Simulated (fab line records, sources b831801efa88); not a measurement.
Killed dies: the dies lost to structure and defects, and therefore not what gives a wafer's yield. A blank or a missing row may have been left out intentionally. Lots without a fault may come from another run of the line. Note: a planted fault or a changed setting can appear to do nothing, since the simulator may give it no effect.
What tool caused it? | flow sky130 | Sampling: 13 lots, 39 wafers, 3 of 708 route steps

WHAT EACH GAUGE READ, for each wafer
SKY_LDD_HVN_OVL_MEAS_07. Usual: LDD_HVN_OVL gives -1.0 nm (standard deviation 1.5).
lot  | measured     | on         | LDD_HVN_OVL (nm) | flag
L422 | day 20 10:58 | overlay-01 | -4.3 -0.7 -3.3   |
L423 | day 20 20:24 | overlay-01 | -0.9 -2.3 -1.9   |
L426 | day 23 12:39 | overlay-01 | -3.3 -0.3 -1.2   |
L428 | day 23 12:57 | overlay-02 | -0.1 0.5 -3.0    |
L427 | day 23 13:28 | overlay-01 | -3.0 -1.5 -4.6   |
L429 | day 23 15:36 | overlay-02 | -0.4 -2.5 -1.2   |
L430 | day 24 00:52 | overlay-02 | -2.8 -2.8 -1.9   |
L432 | day 24 21:41 | overlay-02 | 0.2 0.7 1.5      |
L439 | day 27 10:53 | overlay-01 | 1.3 0.1 1.6      |
L437 | day 27 12:45 | overlay-01 | -2.2 -1.8 -0.5   |
L438 | day 27 12:55 | overlay-02 | -0.7 1.1 -1.4    |
L442 | day 28 15:02 | overlay-01 | -3.0 -1.3 -1.4   |
L443 | day 28 16:33 | overlay-02 | -0.6 -1.4 0.7    |

SKY_LDD_LDN_TW_MEAS_13. Usual: LDD_LDN_TW gives 1477 (standard deviation 7).
lot  | measured     | on            | LDD_LDN_TW     | flag
L422 | day 22 22:49 | film-metro-03 | 1469 1477 1470 |
L423 | day 23 09:23 | film-metro-04 | 1480 1482 1484 |
L426 | day 26 00:35 | film-metro-01 | 1475 1480 1475 |
L428 | day 26 01:27 | film-metro-01 | 1477 1464 1479 |
L427 | day 26 01:41 | film-metro-04 | 1487 1490 1492 |
L429 | day 26 04:34 | film-metro-04 | 1488 1488 1489 |
L430 | day 26 13:32 | film-metro-01 | 1477 1475 1485 |
L432 | day 27 08:56 | film-metro-03 | 1467 1468 1475 |
L439 | day 29 20:25 | film-metro-01 | 1461 1464 1466 |
L437 | day 29 21:59 | film-metro-03 | 1467 1462 1464 |
L438 | day 29 22:17 | film-metro-04 | 1473 1477 1481 |
L442 | day 31 00:15 | film-metro-03 | 1465 1467 1471 |
L443 | day 31 01:26 | film-metro-01 | 1478 1478 1474 |

WHAT TOOL EACH LOT RAN ON (gives the tool, then ch and the chambers of the sampled wafers, and finally the start)
lot  | SKY_LDD_LDN_IMPLANT_08
L422 | implanter-01 ch 0, day 22 22:09
L423 | implanter-04 ch 0, day 23 08:41
L426 | implanter-03 ch 0, day 25 23:55
L428 | implanter-04 ch 0, day 26 00:45
L427 | implanter-03 ch 0, day 26 00:59
L429 | implanter-03 ch 0, day 26 03:52
L430 | implanter-01 ch 0, day 26 12:50
L432 | implanter-01 ch 0, day 27 08:16
L439 | implanter-04 ch 0, day 29 19:45
L437 | implanter-04 ch 0, day 29 21:17
L438 | implanter-01 ch 0, day 29 21:35
L442 | implanter-03 ch 0, day 30 23:35
L443 | implanter-01 ch 0, day 31 00:44
- SKY_LDD_LDN_IMPLANT_08

AS READ BY THE TOOLS THEMSELVES (means over the sampled wafers that have a number; for cases with no such wafer, the mark the record gives instead)
SKY_LDD_LDN_IMPLANT_08. Usual: dose-ions-cm2 1.2499e+13, standard deviation 1.1e+10; faraday-current-uA 70.6, standard deviation 1.4.
lot  | tool         | dose-ions-cm2 | faraday-current-uA | flag
L422 | implanter-01 | 1.2482e+13    | 71.8               |
L423 | implanter-04 | 1.2493e+13    | 70.1               |
L426 | implanter-03 | 1.2500e+13    | 70.8               |
L428 | implanter-04 | 1.2495e+13    | 70.4               |
L427 | implanter-03 | 1.2499e+13    | 71.7               |
L429 | implanter-03 | 1.2494e+13    | 70.1               |
L430 | implanter-01 | 1.2490e+13    | 71.0               |
L432 | implanter-01 | 1.2503e+13    | 69.9               |
L439 | implanter-04 | 1.1649e+13    | 66.1               | OFF
L437 | implanter-04 | 1.1629e+13    | 66.2               | OFF
L438 | implanter-01 | 1.2510e+13    | 70.4               |
L442 | implanter-03 | 1.2500e+13    | 71.7               |
L443 | implanter-01 | 1.2502e+13    | 70.2               |

THE ANSWER, worked out from the rows above alone
Rule: lot off if the mean of its wafers having a number is beyond 3 standard deviations from the usual mean. A lot without any number at a reading at which 4 lots or more have one is off too. All remaining lots with rows at the step are treated as sound. Order of review: gauges by route order, followed by the tools' own readings, for which a lot's mean as printed above is used. At the first step where some lot is off, the reading lying furthest off is the one used; lots without a number count as furthest.
Off: L439, L437 (SKY_LDD_LDN_IMPLANT_08, dose-ions-cm2).
A tool fits if, at that step or a process step before it, it ran every lot that is off, and no sound lot after the first of them. One candidate fits, namely implanter-04 at SKY_LDD_LDN_IMPLANT_08. A fault onset in the window from L428 (day 26 00:45, its last sound lot) to L439 (day 29 19:45, its first lot off) fits.
The tool's own readings at SKY_LDD_LDN_IMPLANT_08 bear it out: on the lots that are off they differ by more than 5 times the standard deviation of the sound lots' means. dose-ions-cm2 reads 1.1639e+13 there against 1.2497e+13 on the sound lots; faraday-current-uA reads 66.2 there against 70.7 on the sound lots.

WHAT HAD BEEN PUT IN BY THE SIMULATOR
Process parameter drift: implanter-04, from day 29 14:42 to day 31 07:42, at SKY_LDD_LDN_IMPLANT_08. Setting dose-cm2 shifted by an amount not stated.
Shown lots that were struck: L439, L437. The rule given above showed the same thing.
